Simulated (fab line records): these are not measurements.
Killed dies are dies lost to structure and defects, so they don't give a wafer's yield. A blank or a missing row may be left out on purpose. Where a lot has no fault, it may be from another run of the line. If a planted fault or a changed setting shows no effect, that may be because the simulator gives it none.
Struck lot and sound lot, side by side ; flow sky130 ; 43 out of 708 route steps
Sound: wafers L355.2, L355.4, L355.5. Wafers L367.3, L367.4, L367.6 were the ones struck. The cause comes at the end.
For every step that has rows: the tool of each side, followed by ch and its chambers, followed by its first start. Under that, the readings that differ: sound wafers ; struck wafers ; difference of the means ; sigmas: that difference in standard deviations of wafers without a fault.
alike: same words and numbers on both sides, and readings whose means sit less than 2 such deviations apart. not compared: any withheld reading, any reading some wafer has no value for, any bound like >300 that may hide the same value, and any number with overlapping values for which the record gives no deviation.
A row with sigmas, a row that says differs or no value, or rows on one side alone: a step with any of these is where the two part. When numbers do not overlap yet have no deviation, they are printed without sigmas and do not part them. A reading missing from all wafers of one side parts the sides only when that side holds two or more wafers.

first, 3 steps without rows for these wafers: SKY_FIELD_ISO_EXPOSE_10 (exposes mask FOM, target cd 150 nm); SKY_FIELD_ISO_PEB_11; SKY_FIELD_ISO_DEVELOP_12 (develop time 60 s).
SKY_FIELD_ISO_CD_MEAS_13 targets a cd of 150 nm.
  struck on cd sem-02, day 4 23:29; sound on cd sem-01, day 2 09:42
  alike: cd nm
SKY_FIELD_ISO_ETCH_14: etches BARC in N2/H2, stops on SiO2, time 45.9 s, target depth 60 nm.
  sound on rie diel-01 ch 1,2, day 2 09:48; struck on rie diel-03 ch 0,1,2, day 4 23:34
reading;sound;struck;difference;sigmas
drypump motor current A (A);6.4 6.6 6.4;5.1 5.2 5.3;-1.3;-3
oes product au (a.u.);0.849 0.851 0.851;0.861 0.855 0.866;+0.010;+2
  alike: throttle valve pct
  not compared: rf hours counter h
then, 1 step without rows for these wafers: SKY_FIELD_ISO_ETCH_15 (etches the open film in CHF3/O2, stops on Si, target depth 180 nm, time 72 s).
SKY_FIELD_ISO_STRIP_16: strips in O2/N2.
  sound on plasma asher-03 ch 0,1, day 2 09:54; struck on plasma asher-02 ch 0,1, day 4 23:42
reading;sound;struck;difference;sigmas
strip time to endpoint s (s);3.64 3.56 3.64;3.53 3.49 3.53;-0.10;-2
  alike: drypump motor current A, oes product au
  not compared: rf hours counter h
SKY_FIELD_ISO_ETCH_17: etches Si in HBr/Cl2/O2, target depth 342 nm, time 97.7 s.
  sound on rie si-01 ch 2,3, day 2 10:00; struck on rie si-02 ch 0,2,3, day 4 23:46
  alike: drypump motor current A, oes product au, throttle valve pct
  not compared: rf hours counter h
then, 4 steps without rows for these wafers: SKY_FIELD_ISO_WET_ETCH_18 (etches Si3N4 in H3PO4, target depth 25 nm, time 286 s); SKY_FIELD_ISO_CLEAN_19 (cleans in SC1/SC2, time 150 s); SKY_FIELD_ISO_CLEAN_20 (cleans in dHF, time 20 s); SKY_FIELD_ISO_WET_ETCH_21 (etches SiO2 in dHF, target depth 20 nm, time 400 s).
SKY_FIELD_ISO_OXIDATION_22: stabilise 600 s, purge 300 s, target thk 10 nm.
  sound on furnace-01 ch 0, day 2 10:47; struck on furnace-02 ch 0, day 5 00:07
reading;sound;struck;difference;sigmas
spike tc bottom C (C);968.8 970.8 969.7;974.6 974.9 974.9;+5.0;+3
SKY_FIELD_ISO_THK_MEAS_23:
  struck on film metro-03, day 5 01:18; sound on film metro-01, day 2 11:58
  alike: FIELD_ISO_OXIDATION_01_THK
then, 1 step without rows for these wafers: SKY_FIELD_ISO_CVD_24 (deposits SiO2, target thk 595 nm, time 99.2 s).
SKY_FIELD_ISO_THK_MEAS_25:
  struck on film metro-04, day 5 01:26; sound on film metro-01, day 2 12:06
  alike: FIELD_ISO_CVD_24_THK
then, 1 step without rows for these wafers: SKY_FIELD_ISO_ANNEAL_26 (time 1800 s).
SKY_FIELD_ISO_CMP_27: polishes, stops on Si3N4, t overpolish 16 s, target thk 457.8 nm.
  sound on cmp-02 ch 0,1, day 2 14:58; struck on cmp-01 ch 1,3, day 5 02:58
  alike: motor current A, overpolish run s, time to endpoint s
then, 5 steps without rows for these wafers: SKY_FIELD_ISO_WET_ETCH_28 (etches SiO2 in dHF, target depth 23.7 nm, time 47 s); SKY_FIELD_ISO_WET_ETCH_29 (etches Si3N4 in H3PO4, target depth 160 nm, time 1825 s); SKY_FIELD_ISO_WET_ETCH_30 (etches SiO2 in dHF, target depth 25 nm, time 50 s); SKY_NWELL_CLEAN_00 (cleans in SC1/SC2, time 150 s); SKY_NWELL_OXIDATION_01 (stabilise 600 s, purge 300 s, target thk 10 nm).
SKY_NWELL_THK_MEAS_02:
  struck on film metro-02, day 5 05:17; sound on film metro-01, day 2 18:16
  alike: NWELL_OXIDATION_THK
then, 8 steps without rows for these wafers: SKY_DNWELL_DEHYDRATE_00 (time 60 s); SKY_DNWELL_HMDS_01 (prime time 60 s); SKY_DNWELL_COAT_02 (resist thk 3000 nm); SKY_DNWELL_SOFTBAKE_03; SKY_DNWELL_EXPOSE_04 (exposes mask DNM, target cd 3000 nm); SKY_DNWELL_PEB_05; SKY_DNWELL_DEVELOP_06 (develop time 60 s); SKY_DNWELL_IMPLANT_07.
SKY_DNWELL_STRIP_08: strips in O2/N2.
  sound on plasma asher-01 ch 1, day 3 09:45; struck on plasma asher-04 ch 0,1, day 5 22:50
  alike: drypump motor current A, oes product au, strip time to endpoint s
  not compared: rf hours counter h
SKY_DNWELL_TW_MEAS_09:
  struck on film metro-02, day 5 22:55; sound on film metro-02, day 3 09:52
reading;sound;struck;difference;sigmas
DNWELL_TW;1109 1115 1117;1134 1130 1133;+19;+2
then, 7 steps without rows for these wafers: SKY_PWDE_DEHYDRATE_00 (time 60 s); SKY_PWDE_HMDS_01 (prime time 60 s); SKY_PWDE_COAT_02 (resist thk 3000 nm); SKY_PWDE_SOFTBAKE_03; SKY_PWDE_EXPOSE_04 (exposes mask PWDEM, target cd 840 nm); SKY_PWDE_PEB_05; SKY_PWDE_DEVELOP_06 (develop time 60 s).
SKY_PWDE_OVL_MEAS_07:
  struck on overlay-01, day 6 16:25; sound on overlay-01, day 4 01:35
  alike: PWDE_OVL
-- the record jumps here: 42 days lie between the struck wafers' starts before and after (it left off in module PWDE and takes up again in module PAD_OPEN, whose first step shown is number 708 of the route) --
SKY_PAD_OPEN_PROBE_99:
  struck on prober-02, day 48 19:26; sound on prober-01, day 45 23:10
reading;sound;struck;difference;sigmas
killed_at_M0_to_M3;38 35 30;63 37 52;+16;+2
killed_at_M4_up;3 2 0;7 6 6;+5;+3
killed dies;76 79 63;111 81 88;+21;+2
killed short;28 37 28;60 33 42;+14;+2
model.etest.diode nwell sub.leak log10 a cm2;-7.397 -7.207 -7.235;-6.741 -7.046 -6.648;+0.468;
model.etest.diode dnwell sub.leak log10 a cm2;-7.24 -7.055 -7.525;-6.729 -6.99 -6.892;+0.403;
model.etest.diode pwell dnwell.leak log10 a cm2;-7.393 -7.513 -7.36;-7.23 -6.983 -7.256;+0.27;
  alike: killed at contacts, killed at front end, killed at other, killed open
  not compared: model.etest.cap ono.gate bv v, model.etest.nfet_16v.off log10 a um, model.etest.pfet_16v.off log10 a um

WHERE THEY PART
At SKY_FIELD_ISO_ETCH_14 first; at SKY_PAD_OPEN_PROBE_99 last (within this record only).

WHY: the cause the simulator had injected
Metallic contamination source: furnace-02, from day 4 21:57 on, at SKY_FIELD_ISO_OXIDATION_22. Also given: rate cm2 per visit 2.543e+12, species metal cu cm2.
